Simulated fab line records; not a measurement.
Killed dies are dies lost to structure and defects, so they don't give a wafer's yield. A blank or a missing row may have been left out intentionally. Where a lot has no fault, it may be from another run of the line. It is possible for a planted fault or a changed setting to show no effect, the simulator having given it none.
fab line records | flow sfq-line
[record] lots = 6 wafers = 18 last-day = 85
route steps=325 shown L0V@24 M0@28
lots with no fault: from the same line, run without faults
start-h: hours from the record's first day to the start of the lot's first wafer shown | wait-h: time in hours since the lot's previous step | " as in the row above | L1.1+2: a single row standing in for several wafers | - no value, or no start given | * or withheld: withheld | < > ~ a bound
route shown NAME@n: names a module that has steps shown in the file, with the first one's number in the route | usual: mean/standard deviation taken from wafers without a fault | same: alike in all rows | chamber/n: place in a boat | sites: each site's reading | _std_site: their standard deviation | _edge_site: outer sites' mean less inner sites' | radius-mm: for every site, how far away it sits from the centre of the wafer | mask NAME#n: copy n | behind: the last tool/chamber to shape the wafer | hold: reason for holding the lot/hours on hold/outcome of the hold | device: the transistor (n, p or np) that didn't switch | end of line: the route-end tests of the same wafers | a step without rows: its recipe alone | killed: at the first sort, the dies lost to defects and structure; wafer yield is something else | map: dies across one wafer; x = killed, . = not, _ = none there
set.NAME: setting as actually run; set.NAME@STEP: the setting as run at that earlier step | model.NAME: the simulator's own value behind a step, which no gauge read
lots at selected steps of the route; one table per step, one row per wafer
services: when a tool's chamber went out of use (start-h, in hours from the record's first day, below 0 if earlier), for how many hours, and the reason
[[steps]]
[step SFQ_TRILAYER_L0_VIA_BARC_OPEN_VIA_ETCH_021]
[recipe] mask-material = PR chemistry = O2 target-depth-nm = 125 target = BARC source-w = 500 bias-w = 80 pressure-mtorr = 30 time-s = 41.7
[usual] drypump-motor-current-A = 5.5/0.37 oes-product-au = 0.685/0.0047
// columns lot.wafer tool chamber start-h wait-h drypump-motor-current-A oes-product-au rf-hours-counter-h
L179.4 rie-diel-01 2 141.27 0.0 5.4 0.687 110
L179.5 " 0 " " 5.1 0.688 -
L179.6 " 1 " " 5.6 0.682 -
L181.3 rie-diel-04 1 157.24 0.0 5.9 0.682 0
L181.5 " 0 " " 5.8 0.693 -
L181.6 " 1 " " 5.9 0.685 -
L195.1 rie-diel-04 0 271.21 0.0 5.8 0.682 65
L195.4 " 2 " " 5.2 0.694 122
L195.6 " 3 " " 5.4 0.686 -
L196.1 rie-diel-01 1 278.41 0.0 5.6 0.682 53
L196.3 " 3 " " 5.7 0.678 6
L196.5 " 0 " " 5.1 0.688 -
L197.4 rie-diel-04 2 285.61 0.0 5.2 0.684 122
L197.5 " 2 " " 5.2 0.686 -
L197.6 " 3 " " 5.4 0.681 -
L198.1 rie-diel-04 1 297.43 0.0 5.9 0.683 2
L198.2 " 3 " " 5.4 0.694 112
L198.5 " 2 " " 5.2 0.684 -
[step SFQ_TRILAYER_L0_VIA_ETCH_VIA_ETCH_016]
[recipe] target = SiO2 stop-on = MoNx_KI mask-material = PR chemistry = CHF3 target-depth-nm = 80 source-w = 500 bias-w = 80 pressure-mtorr = 30 time-s = withheld
[usual] drypump-motor-current-A = 5.5/0.37 oes-product-au = 0.842/0.0088
// columns lot.wafer tool chamber start-h wait-h drypump-motor-current-A oes-product-au
L179.4 rie-diel-01 2 141.30 0.0 5.4 0.838
L179.5 " 0 " " 5.1 0.844
L179.6 " 1 " " 5.6 0.860
L181.3 rie-diel-04 1 157.28 0.0 6.0 0.834
L181.5 " 0 " " 5.8 0.850
L181.6 " 1 " " 6.0 0.850
L195.1 rie-diel-04 0 271.25 0.0 5.8 0.847
L195.4 " 2 " " 5.2 0.835
L195.6 " 3 " " 5.4 0.843
L196.1 rie-diel-01 1 278.45 0.0 5.5 0.840
L196.3 " 3 " " 5.6 0.834
L196.5 " 0 " " 5.1 0.851
L197.4 rie-diel-04 2 285.65 0.0 5.2 0.850
L197.5 " 2 " " 5.2 0.855
L197.6 " 3 " " 5.4 0.836
L198.1 rie-diel-04 1 297.47 0.0 6.0 0.844
L198.2 " 3 " " 5.4 0.842
L198.5 " 2 " " 5.2 0.854
[step SFQ_TRILAYER_L0_VIA_STRIP_STRIP_017]
[recipe] gas = O2 power-w = 200 platen-temp-c = 40 overash-fraction = 0.65 chemistry = O2 pressure-mtorr = 50
[usual] drypump-motor-current-A = 6.0/0.49 he-backside-leak-sccm = 3.53/0.29 oes-product-au = 1.003/0.012 platen-temp-c = 40.00/0.1
// columns lot.wafer tool chamber start-h wait-h drypump-motor-current-A he-backside-leak-sccm oes-product-au platen-temp-c rf-hours-counter-h
L179.4 rie-metal-04 0 141.95 - 5.7 3.26 0.989 40.07 -
L179.5 " 0 " " 5.7 3.31 0.984 40.09 -
L179.6 " 0 " " 5.7 3.25 0.977 40.09 -
L181.3 rie-metal-01 1 157.53 - 5.3 3.68 1.010 40.05 -
L181.5 " 0 " " 5.6 3.74 1.023 39.91 -
L181.6 " 1 " " 5.3 3.54 1.017 39.93 -
L195.1 rie-metal-03 1 271.29 - 6.6 3.61 1.002 40.08 107
L195.4 " 0 " " 6.2 3.38 1.003 39.93 -
L195.6 " 1 " " 6.6 3.45 1.004 40.05 -
L196.1 rie-metal-01 1 278.49 - 5.3 3.36 0.991 39.97 4
L196.3 " 1 " " 5.3 3.17 0.994 40.11 -
L196.5 " 1 " " 5.3 3.38 0.991 40.10 -
L197.4 rie-metal-03 1 285.89 - 6.7 3.67 1.011 39.91 -
L197.5 " 0 " " 6.2 3.45 1.006 40.09 -
L197.6 " 1 " " 6.6 3.53 1.004 39.83 -
L198.1 rie-metal-03 0 297.52 - 6.2 3.68 1.005 40.02 9
L198.2 " 1 " " 6.5 3.42 1.005 40.09 111
L198.5 " 0 " " 6.2 3.40 1.010 39.99 -
[step SFQ_TRILAYER_L0_VIA_STRIP_SOLV_CLEAN_018]
[recipe] chemistry = NMP temp-c = 70 time-s = 600
[step SFQ_TRILAYER_M0_DEP_PRE_CLEAN_020]
[recipe] gas = Ar time-s = 15 bias-v = 250
[step SFQ_TRILAYER_M0_DEP_SPUTTER_019]
[recipe] material = Nb base-pressure-pa = 1.33e-06 chamber-pressure-pa = 0.1333 substrate-temp-c = 20 resputter-cathode-voltage-v = 400 target-thk-nm = 200 power-w = 2000 time-s = 133.3
[usual] substrate-temp-c = 20.01/0.11 throttle-valve-pct = 29.3/0.96
// columns lot.wafer tool chamber start-h wait-h substrate-temp-c throttle-valve-pct
L179.4 pvd-sputter-04 - 142.75 0.0 20.05 29.7
L179.5 " - " " 19.95 29.8
L179.6 " - " " 20.28 29.8
L181.3 pvd-sputter-06 - 158.13 0.0 19.84 27.7
L181.5 " - " " 20.02 29.8
L181.6 " - " " 20.00 27.7
L195.1 pvd-sputter-05 - 272.09 0.0 20.02 29.6
L195.4 " - " " 19.99 29.6
L195.6 " - " " 20.05 30.1
L196.1 pvd-sputter-06 - 279.89 0.0 19.93 29.5
L196.3 " - " " 20.14 27.5
L196.5 " - " " 20.03 27.9
L197.4 pvd-sputter-04 - 286.49 0.0 19.84 29.7
L197.5 " - " " 20.05 27.9
L197.6 " - " " 20.06 31.1
L198.1 pvd-sputter-04 - 298.32 0.0 19.97 29.9
L198.2 " - " " 19.97 31.0
L198.5 " - " " 19.94 27.6
[step SFQ_M0_RS_MEAS_904]
[recipe] thk-meas-gauge = four-point-probe reads = Nb_of_TRILAYER_M0_DEP_SPUTTER_019
[usual] M0_NB_RS = 0.889/0.012
// columns lot.wafer tool chamber start-h wait-h M0_NB_RS[ohm/sq]
L179.4 film-metro-02 - 142.90 0.1 0.895
L179.5 " - " " 0.902
L179.6 " - " " 0.891
L181.3 film-metro-01 - 158.26 0.1 0.880
L181.5 " - " " 0.894
L181.6 " - " " 0.880
L195.1 film-metro-02 - 272.19 0.0 0.873
L195.4 " - " " 0.883
L195.6 " - " " 0.888
L196.1 film-metro-03 - 279.99 0.0 0.881
L196.3 " - " " 0.870
L196.5 " - " " 0.867
L197.4 film-metro-01 - 286.65 0.1 0.911
L197.5 " - " " 0.919
L197.6 " - " " 0.899
L198.1 film-metro-02 - 298.41 0.0 0.893
L198.2 " - " " 0.884
L198.5 " - " " 0.886
[step SFQ_TRILAYER_M0_LITHO_COAT_026]
[recipe] resist = BARC spin-rpm = 3000 resist-thk-nm = 62
[step SFQ_TRILAYER_M0_LITHO_COAT_021]
[recipe] resist = KrF spin-rpm = 3000 resist-thk-nm = 600
[step SFQ_TRILAYER_M0_LITHO_SOFTBAKE_025]
[recipe] temp-c = withheld time-s = withheld resist = KrF
[step SFQ_TRILAYER_M0_LITHO_EXPOSE_022]
[recipe] mask-id = M0 na = 0.6 source-shape = conventional sigma-outer = 0.65 target-cd-nm = 500 dose-mj = 14.4
[step SFQ_TRILAYER_M0_LITHO_PEB_024]
[recipe] peb-temp-c = 115 peb-time-s = 60 resist = KrF
[usual] heater-power-total-W = 79.16/0.069 plate-temp-C = 115.00/0.11 resist-line-temp-C = 23.00/0.095
[same] peb-time-s = 60
// columns lot.wafer tool chamber start-h wait-h heater-power-total-W plate-temp-C resist-line-temp-C
L179.4 litho-track-03 0 232.66 0.5 79.05 114.90 23.09
L179.5 " 0 " " 79.16 114.97 23.05
L179.6 " 0 " " 79.23 114.94 23.07
L181.3 litho-track-02 0 253.66 - 79.19 115.12 23.08
L181.5 " 0 " " 79.25 115.03 23.02
L181.6 " 0 " " 79.26 115.13 23.12
L195.1 litho-track-03 0 400.12 1.0 75.26 110.44 22.92
L195.4 " 0 " " 75.08 110.73 23.05
L195.6 " 0 " " 75.19 110.53 22.97
L196.1 litho-track-04 0 410.92 1.0 79.12 115.15 22.99
L196.3 " 0 " " 79.17 115.11 23.06
L196.5 " 0 " " 79.04 114.86 23.13
L197.4 litho-track-03 0 418.19 0.5 75.24 110.54 23.02
L197.5 " 0 " " 75.24 110.60 22.83
L197.6 " 0 " " 75.19 110.72 22.95
L198.1 litho-track-02 0 430.12 1.0 79.19 115.06 22.84
L198.2 " 0 " " 79.20 114.82 22.91
L198.5 " 0 " " 79.21 115.18 23.00
[step SFQ_TRILAYER_M0_LITHO_DEVELOP_023]
[recipe] time-s = 60 resist = KrF
[step SFQ_M0_OVL_MEAS_906]
[usual] M0_OVL = 1/6.5
// columns lot.wafer tool chamber start-h wait-h M0_OVL[nm]
L179.4 overlay-01 - 232.91 0.1 10
L179.5 " - " " 0
L179.6 " - " " 9
L181.3 overlay-02 - 253.93 0.1 -5
L181.5 " - " " -8
L181.6 " - " " 1
L195.1 overlay-01 - 400.42 0.1 7
L195.4 " - " " -2
L195.6 " - " " -2
L196.1 overlay-01 - 411.22 0.1 -4
L196.3 " - " " -4
L196.5 " - " " 4
L197.4 overlay-01 - 418.44 0.1 2
L197.5 " - " " -1
L197.6 " - " " 1
L198.1 overlay-02 - 430.42 0.1 -6
L198.2 " - " " -1
L198.5 " - " " -9
[step SFQ_TRILAYER_M0_BARC_OPEN_METAL_ETCH_031]
[recipe] mask-material = PR chemistry = O2 target-depth-nm = 125 target = BARC icp-w = 600 bias-w = 80 pressure-mtorr = 10 time-s = 41.7
[usual] drypump-motor-current-A = 5.8/0.48 he-backside-leak-sccm = 3.4/0.37 oes-product-au = 0.685/0.0044
// columns lot.wafer tool chamber start-h wait-h drypump-motor-current-A he-backside-leak-sccm oes-product-au rf-hours-counter-h model.M0.cd-nm
L179.4 rie-metal-03 1 232.99 0.1 6.6 3.5 0.683 - 500.2
L179.5 " 1 " " 6.6 3.5 0.689 - 500.2
L179.6 " 1 " " 6.6 3.5 0.682 - 499.8
L181.3 rie-metal-02 0 253.97 0.0 5.4 3.2 0.682 - 498.3
L181.5 " 0 " " 5.4 3.4 0.686 - 498.4
L181.6 " 1 " " 6.2 3.5 0.688 - 500
L195.1 rie-metal-02 0 400.45 0.0 5.4 3.2 0.689 73 592.6
L195.4 " 1 " " 6.2 3.5 0.687 - 592.9
L195.6 " 0 " " 5.4 3.3 0.680 - 593.3
L196.1 rie-metal-03 0 411.25 0.0 6.2 3.5 0.695 24 499.1
L196.3 " 1 " " 6.6 3.6 0.702 - 495.8
L196.5 " 1 " " 6.6 3.7 0.686 - 496.8
L197.4 rie-metal-01 0 418.47 0.0 5.6 3.2 0.682 - 595.4
L197.5 " 1 " " 5.3 3.3 0.687 - 597.7
L197.6 " 0 " " 5.5 3.6 0.683 - 597.6
L198.1 rie-metal-02 1 430.45 0.0 6.2 3.8 0.684 102 500.8
L198.2 " 0 " " 5.4 3.1 0.687 77 501.5
L198.5 " 0 " " 5.4 3.3 0.681 - 500.4
[step SFQ_TRILAYER_M0_ETCH_METAL_ETCH_024]
[recipe] target = Nb stop-on = SiO2 mask-material = PR chemistry = Cl2/Ar target-depth-nm = 240 icp-w = 600 bias-w = 80 pressure-mtorr = 10 time-s = 120
[usual] drypump-motor-current-A = 5.8/0.47 he-backside-leak-sccm = 3.41/0.2 oes-product-au = 0.894/0.0078
// columns lot.wafer tool chamber start-h wait-h drypump-motor-current-A he-backside-leak-sccm oes-product-au rf-hours-counter-h model.M0.cd-nm
L179.4 rie-metal-03 1 233.17 0.2 6.6 3.53 0.890 - 501
L179.5 " 1 " " 6.5 3.59 0.895 - 500.4
L179.6 " 1 " " 6.5 3.63 0.884 - 499.4
L181.3 rie-metal-02 0 254.05 0.1 5.4 3.44 0.906 - 499.2
L181.5 " 0 " " 5.4 3.31 0.894 - 499.4
L181.6 " 1 " " 6.2 3.30 0.899 - 497.9
L195.1 rie-metal-02 0 400.51 0.0 5.4 2.98 0.902 73 591.9
L195.4 " 1 " " 6.2 3.16 0.901 - 591.4
L195.6 " 0 " " 5.5 3.02 0.902 - 593.4
L196.1 rie-metal-03 0 411.31 0.0 6.2 3.53 0.889 24 497.6
L196.3 " 1 " " 6.5 3.50 0.910 - 496.5
L196.5 " 1 " " 6.6 3.51 0.898 - 497.5
L197.4 rie-metal-01 0 418.56 0.1 5.5 3.65 0.883 - 595.1
L197.5 " 1 " " 5.3 3.13 0.876 - 603.3
L197.6 " 0 " " 5.5 3.55 0.891 - 596.8
L198.1 rie-metal-02 1 430.51 0.0 6.2 3.05 0.890 102 500.9
L198.2 " 0 " " 5.4 3.31 0.905 77 502.1
L198.5 " 0 " " 5.4 3.39 0.895 - 501.5
[step SFQ_TRILAYER_M0_STRIP_STRIP_025]
[recipe] gas = O2 power-w = 200 platen-temp-c = 40 overash-fraction = 0.65 chemistry = O2 pressure-mtorr = 50
[usual] drypump-motor-current-A = 5.8/0.47 he-backside-leak-sccm = 3.45/0.2 oes-product-au = 1.003/0.011 platen-temp-c = 39.99/0.12
// columns lot.wafer tool chamber start-h wait-h drypump-motor-current-A he-backside-leak-sccm oes-product-au platen-temp-c rf-hours-counter-h
L179.4 rie-metal-03 1 233.89 0.7 6.6 3.63 1.008 40.01 -
L179.5 " 1 " " 6.6 3.63 0.997 40.01 -
L179.6 " 1 " " 6.6 3.72 1.005 40.17 -
L181.3 rie-metal-02 0 254.33 0.2 5.4 3.04 0.993 39.85 -
L181.5 " 0 " " 5.4 3.15 0.989 39.83 -
L181.6 " 1 " " 6.2 3.51 1.012 39.95 -
L195.1 rie-metal-02 0 400.64 0.1 5.5 3.38 1.003 40.15 74
L195.4 " 1 " " 6.2 3.29 1.024 40.07 -
L195.6 " 0 " " 5.5 3.38 1.004 40.06 -
L196.1 rie-metal-03 0 411.44 0.1 6.2 3.60 1.015 39.87 25
L196.3 " 1 " " 6.6 3.57 0.999 39.86 -
L196.5 " 1 " " 6.6 3.69 0.993 40.14 -
L197.4 rie-metal-01 0 418.84 0.2 5.6 3.71 1.010 40.14 -
L197.5 " 1 " " 5.3 3.73 0.992 40.05 -
L197.6 " 0 " " 5.6 3.60 1.007 40.27 -
L198.1 rie-metal-02 1 430.64 0.1 6.2 3.34 1.007 39.96 103
L198.2 " 0 " " 5.4 3.02 0.992 39.86 77
L198.5 " 0 " " 5.4 3.01 0.996 40.05 -
[[services]]
// columns tool chamber start-h hours kind
rie-metal-02 - 120.02 2.8 pm
rie-metal-04 1 132.15 14.7 repair
pvd-sputter-04 - 152.05 9.4 repair
rie-diel-04 0 158.35 3.6 repair
rie-metal-03 0 162.99 43.4 repair
rie-diel-01 1 164.58 3.8 repair
rie-metal-04 0 166.68 8.0 repair
pvd-sputter-05 - 167.07 6.3 repair
rie-metal-02 0 190.11 6.2 repair
rie-metal-01 1 194.26 33.8 repair
rie-metal-01 1 228.77 14.7 repair
rie-diel-04 0 235.02 8.2 repair
rie-metal-01 - 238.92 0.2 repair
rie-diel-01 3 245.03 2.9 repair
rie-diel-04 - 247.25 15.6 pm
rie-metal-01 - 254.95 3.6 repair
rie-metal-01 0 258.46 30.1 repair
rie-diel-01 - 302.67 0.2 repair
rie-diel-04 3 366.08 14.0 repair
rie-metal-03 1 366.45 10.0 repair
rie-diel-01 0 402.61 6.5 repair
pvd-sputter-04 - 407.24 5.6 repair
rie-diel-01 - 417.92 2.8 pm
rie-diel-04 1 430.10 25.8 repair
[[key]]
[first-sign] step = SFQ_TRILAYER_M0_LITHO_PEB_024 reading = heater-power-total-W direction = down sigmas = 57 usual = 79.16 struck = 75.20
[effect] step = SFQ_TRILAYER_M0_LITHO_PEB_024 reading = plate-temp-C direction = down sigmas = 39 usual = * struck = *
[model-effect] step = SFQ_TRILAYER_M0_BARC_OPEN_METAL_ETCH_031 value = M0.cd-nm without = 501.1 struck = 594.9
[model-effect] step = SFQ_TRILAYER_M0_ETCH_METAL_ETCH_024 value = M0.cd-nm without = 501.6 struck = 595.3
met-at SFQ_TRILAYER_M0_LITHO_PEB_024
struck-wafers L195.1,L195.4,L195.6,L197.4,L197.5,L197.6
onset-between 232.66 400.12
[fault] kind = process-parameter-drift tool = litho-track-03 chamber = - onset-h = 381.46 steps = SFQ_TRILAYER_M0_LITHO_PEB_024 channel = peb-temp-c offset = * shape = step end-h = 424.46 acts-in = * stated = *
